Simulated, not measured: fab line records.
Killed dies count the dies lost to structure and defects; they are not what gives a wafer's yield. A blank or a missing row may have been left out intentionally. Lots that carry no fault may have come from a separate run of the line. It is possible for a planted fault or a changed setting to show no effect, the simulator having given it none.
fab line records || flow sky130
record: {"lots": 6, "wafers": 18, "last_day": 51}
route steps=708 shown RES_XHIGH@341 SD_N@342 PAD_OPEN@708
lots that met no fault: taken from a fault-free run of the same line
start_h: hours from the record's opening day to when the first of the lot's shown wafers began || wait_h: time in hours since the lot's previous step || " the same as in the row above || L1.1+2: a row that stands for several wafers || - either no value or no given start || * or withheld: withheld || < > ~ a bound
route shown NAME@n: NAME is a module with steps in the file, n the number in the route of the first one || usual: the fault-free wafers' mean and standard deviation || same: alike in all rows || chamber/n: place in a boat || sites: per-site readings || _std_site: standard deviation of those values || _edge_site: inner sites' mean taken away from outer sites' mean || radius_mm: for every site, how far away it sits from the centre of the wafer || mask NAME#n: copy n || behind: tool/chamber where the wafer was last shaped || hold: what put the lot on hold/how long, in hours/how the hold closed || device: whichever transistor did not switch (one of n, p or np) || end of line: the route-end tests of the same wafers || where a step has no rows: the recipe by itself || killed: not the wafer's yield, but the dies lost to structure and defects at the first sort || map: shows each die of a wafer: x if killed, . if not, _ if none is there
set.NAME: setting as actually run; set.NAME@STEP: the setting as run at that earlier step || model.NAME: the simulator's own value behind a step, which no gauge read
certain route steps with their lots: each step a table, each wafer a row
services: a tool's chamber out of use, with start hour (start_h, from the record's first day; less than 0 if before it), hours out, and reason
== steps ==
step: SKY_RES_XHIGH_TW_MEAS_09
usual: {"RES_XHIGH_TW": "1648/19"}
{"lot.wafer": "L694.1", "tool": "film_metro-02", "chamber": "-", "start_h": 677.36, "wait_h": 0.1, "RES_XHIGH_TW": 1666}
{"lot.wafer": "L694.2", "tool": "film_metro-02", "chamber": "-", "start_h": 677.36, "wait_h": 0.1, "RES_XHIGH_TW": 1660}
{"lot.wafer": "L694.3", "tool": "film_metro-02", "chamber": "-", "start_h": 677.36, "wait_h": 0.1, "RES_XHIGH_TW": 1668}
{"lot.wafer": "L695.1", "tool": "film_metro-01", "chamber": "-", "start_h": 681.31, "wait_h": 0.1, "RES_XHIGH_TW": 1623}
{"lot.wafer": "L695.3", "tool": "film_metro-01", "chamber": "-", "start_h": 681.31, "wait_h": 0.1, "RES_XHIGH_TW": 1628}
{"lot.wafer": "L695.4", "tool": "film_metro-01", "chamber": "-", "start_h": 681.31, "wait_h": 0.1, "RES_XHIGH_TW": 1631}
{"lot.wafer": "L705.4", "tool": "film_metro-04", "chamber": "-", "start_h": 766.54, "wait_h": 0.1, "RES_XHIGH_TW": 1652}
{"lot.wafer": "L705.5", "tool": "film_metro-04", "chamber": "-", "start_h": 766.54, "wait_h": 0.1, "RES_XHIGH_TW": 1647}
{"lot.wafer": "L705.6", "tool": "film_metro-04", "chamber": "-", "start_h": 766.54, "wait_h": 0.1, "RES_XHIGH_TW": 1647}
{"lot.wafer": "L706.1", "tool": "film_metro-02", "chamber": "-", "start_h": 769.01, "wait_h": 0.1, "RES_XHIGH_TW": 1661}
{"lot.wafer": "L706.2", "tool": "film_metro-02", "chamber": "-", "start_h": 769.01, "wait_h": 0.1, "RES_XHIGH_TW": 1659}
{"lot.wafer": "L706.3", "tool": "film_metro-02", "chamber": "-", "start_h": 769.01, "wait_h": 0.1, "RES_XHIGH_TW": 1654}
{"lot.wafer": "L707.1", "tool": "film_metro-02", "chamber": "-", "start_h": 777.17, "wait_h": 0.1, "RES_XHIGH_TW": 1672}
{"lot.wafer": "L707.4", "tool": "film_metro-02", "chamber": "-", "start_h": 777.17, "wait_h": 0.1, "RES_XHIGH_TW": 1666}
{"lot.wafer": "L707.5", "tool": "film_metro-02", "chamber": "-", "start_h": 777.17, "wait_h": 0.1, "RES_XHIGH_TW": 1662}
{"lot.wafer": "L713.1", "tool": "film_metro-04", "chamber": "-", "start_h": 823.31, "wait_h": 0.1, "RES_XHIGH_TW": 1641}
{"lot.wafer": "L713.3", "tool": "film_metro-04", "chamber": "-", "start_h": 823.31, "wait_h": 0.1, "RES_XHIGH_TW": 1645}
{"lot.wafer": "L713.4", "tool": "film_metro-04", "chamber": "-", "start_h": 823.31, "wait_h": 0.1, "RES_XHIGH_TW": 1640}
step: SKY_SD_N_DEHYDRATE_00
recipe: {"temp_c": 200, "time_s": 60}
step: SKY_SD_N_HMDS_01
recipe: {"prime_time_s": 60, "prime_temp_c": 120}
step: SKY_SD_N_COAT_02
recipe: {"resist": "NOVOLAK", "spin_rpm": 3000, "resist_thk_nm": 1140}
step: SKY_SD_N_SOFTBAKE_03
recipe: {"temp_c": 90, "time_s": 60, "resist": "NOVOLAK"}
step: SKY_SD_N_EXPOSE_04
recipe: {"mask_id": "NSDM", "na": 0.6, "source_shape": "conventional", "sigma_outer": 0.6, "polarization": "unpolarized", "target_cd_nm": 380, "dose_mj": 141}
step: SKY_SD_N_PEB_05
recipe: {"temp_c": "withheld", "time_s": "*", "resist": "NOVOLAK"}
step: SKY_SD_N_DEVELOP_06
recipe: {"resist": "NOVOLAK", "developer": "TMAH", "develop_time_s": 60.87, "dev_temp_c": 23}
step: SKY_SD_N_CD_MEAS_07
recipe: {"target_cd_nm": 380}
usual: {"cd_nm": "380/3.3"}
{"lot.wafer": "L694.1", "tool": "cd_sem-02", "chamber": "-", "start_h": 706.11, "wait_h": 0.1, "cd_nm": 381}
{"lot.wafer": "L694.2", "tool": "cd_sem-02", "chamber": "-", "start_h": 706.11, "wait_h": 0.1, "cd_nm": 381}
{"lot.wafer": "L694.3", "tool": "cd_sem-02", "chamber": "-", "start_h": 706.11, "wait_h": 0.1, "cd_nm": 383}
{"lot.wafer": "L695.1", "tool": "cd_sem-01", "chamber": "-", "start_h": 710.51, "wait_h": 0.1, "cd_nm": 385}
{"lot.wafer": "L695.3", "tool": "cd_sem-01", "chamber": "-", "start_h": 710.51, "wait_h": 0.1, "cd_nm": 383}
{"lot.wafer": "L695.4", "tool": "cd_sem-01", "chamber": "-", "start_h": 710.51, "wait_h": 0.1, "cd_nm": 384}
{"lot.wafer": "L705.4", "tool": "cd_sem-01", "chamber": "-", "start_h": 793.87, "wait_h": 0.1, "cd_nm": 384}
{"lot.wafer": "L705.5", "tool": "cd_sem-01", "chamber": "-", "start_h": 793.87, "wait_h": 0.1, "cd_nm": 385}
{"lot.wafer": "L705.6", "tool": "cd_sem-01", "chamber": "-", "start_h": 793.87, "wait_h": 0.1, "cd_nm": 387}
{"lot.wafer": "L706.1", "tool": "cd_sem-02", "chamber": "-", "start_h": 796.79, "wait_h": 0.1, "cd_nm": 381}
{"lot.wafer": "L706.2", "tool": "cd_sem-02", "chamber": "-", "start_h": 796.79, "wait_h": 0.1, "cd_nm": 378}
{"lot.wafer": "L706.3", "tool": "cd_sem-02", "chamber": "-", "start_h": 796.79, "wait_h": 0.1, "cd_nm": 377}
{"lot.wafer": "L707.1", "tool": "cd_sem-01", "chamber": "-", "start_h": 804.11, "wait_h": 0.1, "cd_nm": 372}
{"lot.wafer": "L707.4", "tool": "cd_sem-01", "chamber": "-", "start_h": 804.11, "wait_h": 0.1, "cd_nm": 370}
{"lot.wafer": "L707.5", "tool": "cd_sem-01", "chamber": "-", "start_h": 804.11, "wait_h": 0.1, "cd_nm": 372}
{"lot.wafer": "L713.1", "tool": "cd_sem-02", "chamber": "-", "start_h": 850.09, "wait_h": 0.1, "cd_nm": 380}
{"lot.wafer": "L713.3", "tool": "cd_sem-02", "chamber": "-", "start_h": 850.09, "wait_h": 0.1, "cd_nm": 377}
{"lot.wafer": "L713.4", "tool": "cd_sem-02", "chamber": "-", "start_h": 850.09, "wait_h": 0.1, "cd_nm": 378}
step: SKY_SD_N_OVL_MEAS_08
usual: {"SD_N_OVL": "0.4/1.4"}
{"lot.wafer": "L694.1", "tool": "overlay-02", "chamber": "-", "start_h": 706.23, "wait_h": 0.1, "SD_N_OVL[nm]": 1.2}
{"lot.wafer": "L694.2", "tool": "overlay-02", "chamber": "-", "start_h": 706.23, "wait_h": 0.1, "SD_N_OVL[nm]": 2.3}
{"lot.wafer": "L694.3", "tool": "overlay-02", "chamber": "-", "start_h": 706.23, "wait_h": 0.1, "SD_N_OVL[nm]": 1.0}
{"lot.wafer": "L695.1", "tool": "overlay-01", "chamber": "-", "start_h": 710.63, "wait_h": 0.1, "SD_N_OVL[nm]": -0.2}
{"lot.wafer": "L695.3", "tool": "overlay-01", "chamber": "-", "start_h": 710.63, "wait_h": 0.1, "SD_N_OVL[nm]": 0.9}
{"lot.wafer": "L695.4", "tool": "overlay-01", "chamber": "-", "start_h": 710.63, "wait_h": 0.1, "SD_N_OVL[nm]": 0.0}
{"lot.wafer": "L705.4", "tool": "overlay-02", "chamber": "-", "start_h": 793.95, "wait_h": 0.1, "SD_N_OVL[nm]": -1.8}
{"lot.wafer": "L705.5", "tool": "overlay-02", "chamber": "-", "start_h": 793.95, "wait_h": 0.1, "SD_N_OVL[nm]": 0.1}
{"lot.wafer": "L705.6", "tool": "overlay-02", "chamber": "-", "start_h": 793.95, "wait_h": 0.1, "SD_N_OVL[nm]": -1.4}
{"lot.wafer": "L706.1", "tool": "overlay-02", "chamber": "-", "start_h": 796.91, "wait_h": 0.1, "SD_N_OVL[nm]": 1.1}
{"lot.wafer": "L706.2", "tool": "overlay-02", "chamber": "-", "start_h": 796.91, "wait_h": 0.1, "SD_N_OVL[nm]": 0.1}
{"lot.wafer": "L706.3", "tool": "overlay-02", "chamber": "-", "start_h": 796.91, "wait_h": 0.1, "SD_N_OVL[nm]": -0.3}
{"lot.wafer": "L707.1", "tool": "overlay-01", "chamber": "-", "start_h": 804.23, "wait_h": 0.1, "SD_N_OVL[nm]": 1.0}
{"lot.wafer": "L707.4", "tool": "overlay-01", "chamber": "-", "start_h": 804.23, "wait_h": 0.1, "SD_N_OVL[nm]": -0.6}
{"lot.wafer": "L707.5", "tool": "overlay-01", "chamber": "-", "start_h": 804.23, "wait_h": 0.1, "SD_N_OVL[nm]": 1.0}
{"lot.wafer": "L713.1", "tool": "overlay-01", "chamber": "-", "start_h": 850.21, "wait_h": 0.1, "SD_N_OVL[nm]": 0.8}
{"lot.wafer": "L713.3", "tool": "overlay-01", "chamber": "-", "start_h": 850.21, "wait_h": 0.1, "SD_N_OVL[nm]": -0.3}
{"lot.wafer": "L713.4", "tool": "overlay-01", "chamber": "-", "start_h": 850.21, "wait_h": 0.1, "SD_N_OVL[nm]": 0.6}
step: SKY_SD_N_IMPLANT_09
recipe: {"species": "As", "energy_kev": 50, "dose_cm2": 4e+15, "tilt_deg": 0}
step: SKY_SD_N_IMPLANT_10
recipe: {"species": "P", "energy_kev": 20, "dose_cm2": 1e+14, "tilt_deg": 0}
step: SKY_SD_N_STRIP_11
recipe: {"chemistry": "O2/N2", "power_w": 1420, "pressure_mtorr": 1500, "platen_temp_c": "withheld", "o2_flow_sccm": 3000, "n2_flow_sccm": 300, "overash_fraction": 0.5}
usual: {"drypump_motor_current_A": "5.74/0.28", "o2_flow_sccm": "3000/8.3", "oes_product_au": "0.531/0.0045", "strip_time_to_endpoint_s": "22.29/0.041"}
{"lot.wafer": "L694.1", "tool": "plasma_asher-02", "chamber": 0, "start_h": 706.56, "wait_h": 0.1, "drypump_motor_current_A": 5.96, "o2_flow_sccm": 3000, "oes_product_au": 0.535, "rf_hours_counter_h": 90, "strip_time_to_endpoint_s": 22.27}
{"lot.wafer": "L694.2", "tool": "plasma_asher-02", "chamber": 1, "start_h": 706.56, "wait_h": 0.1, "drypump_motor_current_A": 5.73, "o2_flow_sccm": 3002, "oes_product_au": 0.528, "rf_hours_counter_h": 90, "strip_time_to_endpoint_s": 22.29}
{"lot.wafer": "L694.3", "tool": "plasma_asher-02", "chamber": 0, "start_h": 706.56, "wait_h": 0.1, "drypump_motor_current_A": 5.95, "o2_flow_sccm": 2997, "oes_product_au": 0.533, "rf_hours_counter_h": "-", "strip_time_to_endpoint_s": 22.28}
{"lot.wafer": "L695.1", "tool": "plasma_asher-03", "chamber": 1, "start_h": 710.96, "wait_h": 0.1, "drypump_motor_current_A": 5.18, "o2_flow_sccm": 3003, "oes_product_au": 0.527, "rf_hours_counter_h": 30, "strip_time_to_endpoint_s": 22.23}
{"lot.wafer": "L695.3", "tool": "plasma_asher-03", "chamber": 0, "start_h": 710.96, "wait_h": 0.1, "drypump_motor_current_A": 5.82, "o2_flow_sccm": 2998, "oes_product_au": 0.533, "rf_hours_counter_h": "-", "strip_time_to_endpoint_s": 22.22}
{"lot.wafer": "L695.4", "tool": "plasma_asher-03", "chamber": 1, "start_h": 710.96, "wait_h": 0.1, "drypump_motor_current_A": 5.19, "o2_flow_sccm": 3003, "oes_product_au": 0.524, "rf_hours_counter_h": "-", "strip_time_to_endpoint_s": 22.28}
{"lot.wafer": "L705.4", "tool": "plasma_asher-02", "chamber": 1, "start_h": 794.30, "wait_h": 0.1, "drypump_motor_current_A": 5.71, "o2_flow_sccm": 3002, "oes_product_au": 0.531, "rf_hours_counter_h": "-", "strip_time_to_endpoint_s": 22.26}
{"lot.wafer": "L705.5", "tool": "plasma_asher-02", "chamber": 1, "start_h": 794.30, "wait_h": 0.1, "drypump_motor_current_A": 5.71, "o2_flow_sccm": 2982, "oes_product_au": 0.531, "rf_hours_counter_h": "-", "strip_time_to_endpoint_s": 22.22}
{"lot.wafer": "L705.6", "tool": "plasma_asher-02", "chamber": 0, "start_h": 794.30, "wait_h": 0.1, "drypump_motor_current_A": 5.97, "o2_flow_sccm": 3596, "oes_product_au": 0.544, "rf_hours_counter_h": "-", "strip_time_to_endpoint_s": 21.96}
{"lot.wafer": "L706.1", "tool": "plasma_asher-04", "chamber": 1, "start_h": 797.25, "wait_h": 0.1, "drypump_motor_current_A": 5.72, "o2_flow_sccm": 3001, "oes_product_au": 0.527, "rf_hours_counter_h": 67, "strip_time_to_endpoint_s": 22.25}
{"lot.wafer": "L706.2", "tool": "plasma_asher-04", "chamber": 0, "start_h": 797.25, "wait_h": 0.1, "drypump_motor_current_A": 6.02, "o2_flow_sccm": 2997, "oes_product_au": 0.536, "rf_hours_counter_h": 67, "strip_time_to_endpoint_s": 22.30}
{"lot.wafer": "L706.3", "tool": "plasma_asher-04", "chamber": 1, "start_h": 797.25, "wait_h": 0.1, "drypump_motor_current_A": 5.74, "o2_flow_sccm": 3011, "oes_product_au": 0.533, "rf_hours_counter_h": "-", "strip_time_to_endpoint_s": 22.25}
{"lot.wafer": "L707.1", "tool": "plasma_asher-02", "chamber": 1, "start_h": 804.57, "wait_h": 0.1, "drypump_motor_current_A": 5.73, "o2_flow_sccm": 3009, "oes_product_au": 0.525, "rf_hours_counter_h": 100, "strip_time_to_endpoint_s": 22.34}
{"lot.wafer": "L707.4", "tool": "plasma_asher-02", "chamber": 0, "start_h": 804.57, "wait_h": 0.1, "drypump_motor_current_A": 5.94, "o2_flow_sccm": 3594, "oes_product_au": 0.537, "rf_hours_counter_h": "-", "strip_time_to_endpoint_s": 22.16}
{"lot.wafer": "L707.5", "tool": "plasma_asher-02", "chamber": 0, "start_h": 804.57, "wait_h": 0.1, "drypump_motor_current_A": 5.96, "o2_flow_sccm": 3594, "oes_product_au": 0.536, "rf_hours_counter_h": "-", "strip_time_to_endpoint_s": 22.09}
{"lot.wafer": "L713.1", "tool": "plasma_asher-03", "chamber": 0, "start_h": 850.55, "wait_h": 0.1, "drypump_motor_current_A": 5.86, "o2_flow_sccm": 3003, "oes_product_au": 0.531, "rf_hours_counter_h": 44, "strip_time_to_endpoint_s": 22.27}
{"lot.wafer": "L713.3", "tool": "plasma_asher-03", "chamber": 0, "start_h": 850.55, "wait_h": 0.1, "drypump_motor_current_A": 5.85, "o2_flow_sccm": 3005, "oes_product_au": 0.535, "rf_hours_counter_h": "-", "strip_time_to_endpoint_s": 22.26}
{"lot.wafer": "L713.4", "tool": "plasma_asher-03", "chamber": 1, "start_h": 850.55, "wait_h": 0.1, "drypump_motor_current_A": 5.19, "o2_flow_sccm": 3001, "oes_product_au": 0.538, "rf_hours_counter_h": "-", "strip_time_to_endpoint_s": 22.29}
step: SKY_SD_N_TW_MEAS_12
usual: {"SD_N_TW": "3970/52"}
{"lot.wafer": "L694.1", "tool": "film_metro-04", "chamber": "-", "start_h": 706.66, "wait_h": 0.1, "SD_N_TW": 3979}
{"lot.wafer": "L694.2", "tool": "film_metro-04", "chamber": "-", "start_h": 706.66, "wait_h": 0.1, "SD_N_TW": 3953}
{"lot.wafer": "L694.3", "tool": "film_metro-04", "chamber": "-", "start_h": 706.66, "wait_h": 0.1, "SD_N_TW": 3981}
{"lot.wafer": "L695.1", "tool": "film_metro-02", "chamber": "-", "start_h": 711.06, "wait_h": 0.1, "SD_N_TW": 4059}
{"lot.wafer": "L695.3", "tool": "film_metro-02", "chamber": "-", "start_h": 711.06, "wait_h": 0.1, "SD_N_TW": 4056}
{"lot.wafer": "L695.4", "tool": "film_metro-02", "chamber": "-", "start_h": 711.06, "wait_h": 0.1, "SD_N_TW": 4064}
{"lot.wafer": "L705.4", "tool": "film_metro-04", "chamber": "-", "start_h": 794.40, "wait_h": 0.1, "SD_N_TW": 4001}
{"lot.wafer": "L705.5", "tool": "film_metro-04", "chamber": "-", "start_h": 794.40, "wait_h": 0.1, "SD_N_TW": 3992}
{"lot.wafer": "L705.6", "tool": "film_metro-04", "chamber": "-", "start_h": 794.40, "wait_h": 0.1, "SD_N_TW": 3994}
{"lot.wafer": "L706.1", "tool": "film_metro-02", "chamber": "-", "start_h": 797.35, "wait_h": 0.1, "SD_N_TW": 4040}
{"lot.wafer": "L706.2", "tool": "film_metro-02", "chamber": "-", "start_h": 797.35, "wait_h": 0.1, "SD_N_TW": 4025}
{"lot.wafer": "L706.3", "tool": "film_metro-02", "chamber": "-", "start_h": 797.35, "wait_h": 0.1, "SD_N_TW": 4018}
{"lot.wafer": "L707.1", "tool": "film_metro-01", "chamber": "-", "start_h": 804.67, "wait_h": 0.1, "SD_N_TW": 3917}
{"lot.wafer": "L707.4", "tool": "film_metro-01", "chamber": "-", "start_h": 804.67, "wait_h": 0.1, "SD_N_TW": 3933}
{"lot.wafer": "L707.5", "tool": "film_metro-01", "chamber": "-", "start_h": 804.67, "wait_h": 0.1, "SD_N_TW": 3946}
{"lot.wafer": "L713.1", "tool": "film_metro-01", "chamber": "-", "start_h": 850.65, "wait_h": 0.1, "SD_N_TW": 3928}
{"lot.wafer": "L713.3", "tool": "film_metro-01", "chamber": "-", "start_h": 850.65, "wait_h": 0.1, "SD_N_TW": 3912}
{"lot.wafer": "L713.4", "tool": "film_metro-01", "chamber": "-", "start_h": 850.65, "wait_h": 0.1, "SD_N_TW": 3932}
step: SKY_PAD_OPEN_PROBE_99
usual: {"killed_at_M0_to_M3": "43/6.8", "killed_at_M4_up": "3.3/1.9", "killed_at_contacts": "24/5.3", "killed_at_front_end": "14/4.3", "killed_at_other": "0.3/0.62", "killed_dies": "85/9.8", "killed_open": "46/8", "killed_short": "39/5.9"}
same: {"gross_dies": 492, "killed_at_back_side": 0}
{"lot.wafer": "L694.1", "tool": "prober-01", "chamber": "-", "start_h": 1134.21, "wait_h": 0.1, "killed_at_M0_to_M3": 36, "killed_at_M4_up": 3, "killed_at_contacts": 22, "killed_at_front_end": 6, "killed_at_other": 0, "killed_dies": 67, "killed_open": 40, "killed_short": 27}
{"lot.wafer": "L694.2", "tool": "prober-01", "chamber": "-", "start_h": 1134.26, "wait_h": 0.1, "killed_at_M0_to_M3": 42, "killed_at_M4_up": 1, "killed_at_contacts": 21, "killed_at_front_end": 6, "killed_at_other": 0, "killed_dies": 70, "killed_open": 35, "killed_short": 35}
{"lot.wafer": "L694.3", "tool": "prober-01", "chamber": "-", "start_h": 1134.31, "wait_h": 0.2, "killed_at_M0_to_M3": 42, "killed_at_M4_up": 5, "killed_at_contacts": 30, "killed_at_front_end": 12, "killed_at_other": 0, "killed_dies": 89, "killed_open": 50, "killed_short": 39}
{"lot.wafer": "L705.4", "tool": "prober-02", "chamber": "-", "start_h": 1191.58, "wait_h": 0.2, "killed_at_M0_to_M3": 35, "killed_at_M4_up": 7, "killed_at_contacts": 33, "killed_at_front_end": 13, "killed_at_other": 0, "killed_dies": 88, "killed_open": 51, "killed_short": 37}
{"lot.wafer": "L705.5", "tool": "prober-02", "chamber": "-", "start_h": 1191.63, "wait_h": 0.2, "killed_at_M0_to_M3": 42, "killed_at_M4_up": 1, "killed_at_contacts": 18, "killed_at_front_end": 18, "killed_at_other": 0, "killed_dies": 79, "killed_open": 41, "killed_short": 38}
{"lot.wafer": "L705.6", "tool": "prober-02", "chamber": "-", "start_h": 1191.68, "wait_h": 0.2, "killed_at_M0_to_M3": 41, "killed_at_M4_up": 3, "killed_at_contacts": 25, "killed_at_front_end": 15, "killed_at_other": 0, "killed_dies": 84, "killed_open": 48, "killed_short": 36}
{"lot.wafer": "L706.1", "tool": "prober-01", "chamber": "-", "start_h": 1192.93, "wait_h": 0.1, "killed_at_M0_to_M3": 32, "killed_at_M4_up": 1, "killed_at_contacts": 18, "killed_at_front_end": 9, "killed_at_other": 0, "killed_dies": 60, "killed_open": 42, "killed_short": 18}
{"lot.wafer": "L706.2", "tool": "prober-01", "chamber": "-", "start_h": 1192.98, "wait_h": 0.1, "killed_at_M0_to_M3": 49, "killed_at_M4_up": 4, "killed_at_contacts": 26, "killed_at_front_end": 17, "killed_at_other": 1, "killed_dies": 97, "killed_open": 54, "killed_short": 43}
{"lot.wafer": "L706.3", "tool": "prober-01", "chamber": "-", "start_h": 1193.03, "wait_h": 0.2, "killed_at_M0_to_M3": 43, "killed_at_M4_up": 5, "killed_at_contacts": 18, "killed_at_front_end": 13, "killed_at_other": 0, "killed_dies": 79, "killed_open": 42, "killed_short": 37}
{"lot.wafer": "L707.1", "tool": "prober-02", "chamber": "-", "start_h": 1198.11, "wait_h": 0.1, "killed_at_M0_to_M3": 35, "killed_at_M4_up": 6, "killed_at_contacts": 34, "killed_at_front_end": 13, "killed_at_other": 0, "killed_dies": 88, "killed_open": 55, "killed_short": 33}
{"lot.wafer": "L707.4", "tool": "prober-02", "chamber": "-", "start_h": 1198.26, "wait_h": 0.2, "killed_at_M0_to_M3": 40, "killed_at_M4_up": 6, "killed_at_contacts": 22, "killed_at_front_end": 9, "killed_at_other": 0, "killed_dies": 77, "killed_open": 33, "killed_short": 44}
{"lot.wafer": "L707.5", "tool": "prober-02", "chamber": "-", "start_h": 1198.31, "wait_h": 0.2, "killed_at_M0_to_M3": 47, "killed_at_M4_up": 3, "killed_at_contacts": 18, "killed_at_front_end": 13, "killed_at_other": 1, "killed_dies": 82, "killed_open": 49, "killed_short": 33}
{"lot.wafer": "L713.1", "tool": "prober-02", "chamber": "-", "start_h": 1226.27, "wait_h": 0.1, "killed_at_M0_to_M3": 37, "killed_at_M4_up": 0, "killed_at_contacts": 28, "killed_at_front_end": 19, "killed_at_other": 0, "killed_dies": 84, "killed_open": 53, "killed_short": 31}
{"lot.wafer": "L713.3", "tool": "prober-02", "chamber": "-", "start_h": 1226.37, "wait_h": 0.2, "killed_at_M0_to_M3": 52, "killed_at_M4_up": 1, "killed_at_contacts": 16, "killed_at_front_end": 13, "killed_at_other": 0, "killed_dies": 82, "killed_open": 40, "killed_short": 42}
{"lot.wafer": "L713.4", "tool": "prober-02", "chamber": "-", "start_h": 1226.42, "wait_h": 0.2, "killed_at_M0_to_M3": 37, "killed_at_M4_up": 1, "killed_at_contacts": 30, "killed_at_front_end": 16, "killed_at_other": 0, "killed_dies": 84, "killed_open": 42, "killed_short": 42}
killed by level:class
L694.1 VIA1:geometric_particle:open=13 LI_CONTACT:geometric_particle:open=9 CONTACT:geometric_particle:open=5 VIA3:geometric_particle:short=5 CONTACT:geometric_particle:short=4 METAL1:geometric_particle:short=4 VIA2:geometric_particle:open=4 VIA2:geometric_particle:short=3
L694.2 VIA1:geometric_particle:open=13 METAL1:geometric_particle:short=7 CONTACT:geometric_particle:open=7 METAL2:geometric_particle:short=6 VIA1:geometric_particle:short=5 VIA2:geometric_particle:open=5 CONTACT:geometric_particle:short=4 LI_CONTACT:geometric_particle:short=3
L694.3 VIA1:geometric_particle:open=11 LI_CONTACT:geometric_particle:open=10 VIA3:geometric_particle:open=8 CONTACT:geometric_particle:short=7 LOCAL_INTERCONNECT:geometric_particle:short=5 METAL2:geometric_particle:short=5 LI_CONTACT:geometric_particle:short=4 POLY_GATE:geometric_particle:short=4
L705.4 CONTACT:geometric_particle:open=14 VIA1:geometric_particle:open=12 LI_CONTACT:geometric_particle:open=7 CONTACT:geometric_particle:short=7 VIA1:geometric_particle:short=6 VIA3:geometric_particle:open=6 METAL2:geometric_particle:short=5 FIELD_ISO:geometric_particle:short=4
L705.5 FIELD_ISO:geometric_particle:open=10 METAL1:geometric_particle:short=9 VIA2:geometric_particle:open=6 LI_CONTACT:geometric_particle:open=5 CONTACT:geometric_particle:open=5 CONTACT:geometric_particle:short=5 VIA1:geometric_particle:open=5 METAL2:geometric_particle:short=5
L705.6 VIA1:geometric_particle:open=12 CONTACT:geometric_particle:open=10 VIA3:geometric_particle:open=8 CONTACT:geometric_particle:short=6 VIA1:geometric_particle:short=6 FIELD_ISO:geometric_particle:open=4 POLY_GATE:geometric_particle:short=4 LI_CONTACT:geometric_particle:open=4
L706.1 VIA1:geometric_particle:open=10 CONTACT:geometric_particle:open=9 LI_CONTACT:geometric_particle:open=6 VIA2:geometric_particle:open=4 VIA3:geometric_particle:open=4 POLY_GATE:geometric_particle:open=3 SPACER:geometric_particle:open=3 METAL3:geometric_particle:short=3
L706.2 CONTACT:geometric_particle:open=10 VIA1:geometric_particle:open=10 VIA1:geometric_particle:short=8 VIA3:geometric_particle:open=8 FIELD_ISO:geometric_particle:open=6 LOCAL_INTERCONNECT:geometric_particle:short=6 CONTACT:geometric_particle:short=6 POLY_GATE:geometric_particle:open=5
L706.3 VIA1:geometric_particle:open=12 LI_CONTACT:geometric_particle:open=8 FIELD_ISO:geometric_particle:short=6 METAL2:geometric_particle:short=6 CONTACT:geometric_particle:open=5 METAL1:geometric_particle:short=5 VIA3:geometric_particle:open=5 VIA2:geometric_particle:open=5
L707.1 CONTACT:geometric_particle:open=15 LI_CONTACT:geometric_particle:open=11 VIA1:geometric_particle:open=8 VIA2:geometric_particle:open=6 VIA1:geometric_particle:short=5 VIA3:geometric_particle:open=5 SPACER:geometric_particle:open=4 CONTACT:geometric_particle:short=4
L707.4 METAL1:geometric_particle:short=9 METAL2:geometric_particle:short=7 LOCAL_INTERCONNECT:geometric_particle:short=6 CONTACT:geometric_particle:open=6 VIA2:geometric_particle:open=6 POLY_GATE:geometric_particle:short=5 LI_CONTACT:geometric_particle:open=5 VIA1:geometric_particle:open=5
L707.5 VIA1:geometric_particle:open=13 CONTACT:geometric_particle:open=8 VIA3:geometric_particle:open=7 VIA2:geometric_particle:open=6 POLY_GATE:geometric_particle:open=4 CONTACT:geometric_particle:short=4 METAL2:geometric_particle:short=4 VIA3:geometric_particle:short=4
L713.1 LI_CONTACT:geometric_particle:open=9 VIA1:geometric_particle:open=8 FIELD_ISO:geometric_particle:open=7 CONTACT:geometric_particle:open=7 VIA2:geometric_particle:open=7 CONTACT:geometric_particle:short=5 METAL1:geometric_particle:short=4 VIA3:geometric_particle:open=4
L713.3 VIA1:geometric_particle:open=11 VIA2:geometric_particle:open=7 FIELD_ISO:geometric_particle:short=6 METAL2:geometric_particle:short=6 VIA1:geometric_particle:short=6 CONTACT:geometric_particle:open=5 METAL1:geometric_particle:short=5 VIA3:geometric_particle:open=5
L713.4 LOCAL_INTERCONNECT:geometric_particle:short=13 VIA1:geometric_particle:open=9 METAL1:geometric_particle:short=8 CONTACT:geometric_particle:open=7 VIA3:geometric_particle:open=7 LI_CONTACT:geometric_particle:open=6 FIELD_ISO:geometric_particle:short=5 CONTACT:geometric_particle:short=4
== services ==
{"tool": "plasma_asher-04", "chamber": "-", "start_h": 702.09, "hours": 12.3, "kind": "repair"}
{"tool": "plasma_asher-02", "chamber": "-", "start_h": 785.71, "hours": 4.5, "kind": "repair"}
{"tool": "plasma_asher-03", "chamber": "-", "start_h": 828.14, "hours": 3.8, "kind": "repair"}
== key ==
first_sign: {"step": "SKY_SD_N_STRIP_11", "reading": "o2_flow_sccm", "direction": "up", "sigmas": 72, "usual": 3000, "struck": 3595}
effect: {"step": "SKY_SD_N_STRIP_11", "reading": "strip_time_to_endpoint_s", "direction": "down", "sigmas": 5.4, "usual": "*", "struck": "*"}
met_at SKY_SD_N_STRIP_11
struck_wafers L705.6,L707.4,L707.5
tester_left_out L705,L707
onset_between 706.56 794.30
fault: {"kind": "process_parameter_drift", "tool": "plasma_asher-02", "chamber": 0, "onset_h": 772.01, "steps": "SKY_SD_N_STRIP_11", "channel": "o2_flow_sccm", "offset": 600, "shape": "step", "end_h": 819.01, "acts_in": "these_recipes_only", "stated": 3000}
tester_left_out: of these lots the tester's yield and bins aren't shown, on N5 and GAA mostly nor the transistor test; their killed dies are dies lost to structure and defects alone, not to doping, threshold or leakage, so they don't give the yield
